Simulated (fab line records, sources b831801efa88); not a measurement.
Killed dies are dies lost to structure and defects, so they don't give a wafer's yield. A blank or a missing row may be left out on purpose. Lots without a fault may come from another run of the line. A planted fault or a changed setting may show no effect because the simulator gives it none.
Which tool did it? | flow sky130 | 11 lots, 33 wafers sampled, at 3 steps of a route of 708

WHAT THE GAUGES READ, wafer by wafer
SKY_CAPM_THK_MEAS_01. Usual: CAPM_CVD_00_THK 15.55 nm, standard deviation 0.22.
lot  | measured     | on            | CAPM_CVD_00_THK (nm) | flag
L165 | day 36 15:16 | film_metro-01 | 15.61 15.58 15.83    |
L167 | day 36 20:14 | film_metro-04 | 15.58 16.01 15.83    |
L168 | day 37 07:16 | film_metro-03 | 15.09 15.37 15.30    |
L171 | day 37 22:46 | film_metro-03 | 15.63 15.80 15.70    |
L173 | day 38 18:07 | film_metro-01 | 15.39 15.66 15.83    |
L176 | day 39 14:01 | film_metro-04 | 15.44 15.26 15.64    |
L181 | day 41 11:49 | film_metro-03 | 15.31 15.65 15.78    |
L183 | day 42 00:26 | film_metro-01 | 15.24 15.33 15.72    |
L186 | day 43 05:02 | film_metro-01 | 15.27 15.52 15.75    |
L188 | day 43 05:49 | film_metro-03 | 15.68 16.02 15.95    |
L187 | day 43 11:25 | film_metro-01 | 15.57 15.65 15.27    |

SKY_CAPM_THK_MEAS_04: measures by xrf. Usual: CAPM_TIN_THK 202.0 nm, standard deviation 2.
lot  | measured     | on            | CAPM_TIN_THK (nm) | flag
L165 | day 36 15:34 | film_metro-03 | 199.5 198.4 202.3 |
L167 | day 36 20:31 | film_metro-01 | 204.9 205.6 202.7 |
L168 | day 37 07:33 | film_metro-04 | 199.6 200.6 198.6 |
L171 | day 37 23:03 | film_metro-01 | 204.1 204.4 203.8 |
L173 | day 38 18:25 | film_metro-04 | 202.0 202.1 201.4 |
L176 | day 39 14:19 | film_metro-01 | 202.8 203.1 204.8 |
L181 | day 41 12:07 | film_metro-04 | 201.4 202.7 202.0 |
L183 | day 42 00:43 | film_metro-01 | 202.5 202.5 202.2 |
L186 | day 43 05:19 | film_metro-03 | 203.4 204.3 202.2 |
L188 | day 43 06:08 | film_metro-01 | 199.2 200.3 201.9 |
L187 | day 43 11:42 | film_metro-03 | 203.9 204.2 203.8 |

WHICH TOOL RAN EACH LOT (tool, then ch and the chambers of the sampled wafers, then the start)
lot  | SKY_VIA2_SPUTTER_20
L165 | pvd_sputter-02, day 36 14:14
L167 | pvd_sputter-03, day 36 19:22
L168 | pvd_sputter-02, day 37 06:25
L171 | pvd_sputter-04, day 37 21:53
L173 | pvd_sputter-04, day 38 17:16
L176 | pvd_sputter-03, day 39 12:56
L181 | pvd_sputter-03, day 41 10:58
L183 | pvd_sputter-03, day 41 23:35
L186 | pvd_sputter-02, day 43 03:47
L188 | pvd_sputter-02, day 43 04:58
L187 | pvd_sputter-03, day 43 10:32
- SKY_VIA2_SPUTTER_20: material TiN, target thk 20 nm, time 80 s.

WHAT THE TOOLS THEMSELVES READ (means of the sampled wafers that have a number; where no wafer has one, the mark that the record gives instead)
SKY_VIA2_SPUTTER_20. Usual: throttle_valve_pct 29.9 %, standard deviation 1.3.
lot  | tool           | throttle_valve_pct (%) | flag
L165 | pvd_sputter-02 | 29.2                   |
L167 | pvd_sputter-03 | 28.3                   |
L168 | pvd_sputter-02 | 30.1                   |
L171 | pvd_sputter-04 | 30.2                   |
L173 | pvd_sputter-04 | 30.1                   |
L176 | pvd_sputter-03 | 29.9                   |
L181 | pvd_sputter-03 | 29.9                   |
L183 | pvd_sputter-03 | 29.2                   |
L186 | pvd_sputter-02 | 29.8                   |
L188 | pvd_sputter-02 | 29.4                   |
L187 | pvd_sputter-03 | 28.2                   |

THE ANSWER, worked out from the rows above alone
Rule: a lot is off if the mean of its wafers that have a number lies more than 3 standard deviations from the usual mean. A lot without any number at a reading at which 4 lots or more have one is off too. The other lots that the step has rows for count as sound. The gauges are gone through in route order, then the tools' own readings, and for those a lot's mean is taken as printed above. The first step at which some lot is off is used, and at that step the reading that is off furthest; a lot without a number counts as furthest.
No lot is off at any reading shown: from this, nothing can be told.

WHAT THE SIMULATOR HAD PUT IN
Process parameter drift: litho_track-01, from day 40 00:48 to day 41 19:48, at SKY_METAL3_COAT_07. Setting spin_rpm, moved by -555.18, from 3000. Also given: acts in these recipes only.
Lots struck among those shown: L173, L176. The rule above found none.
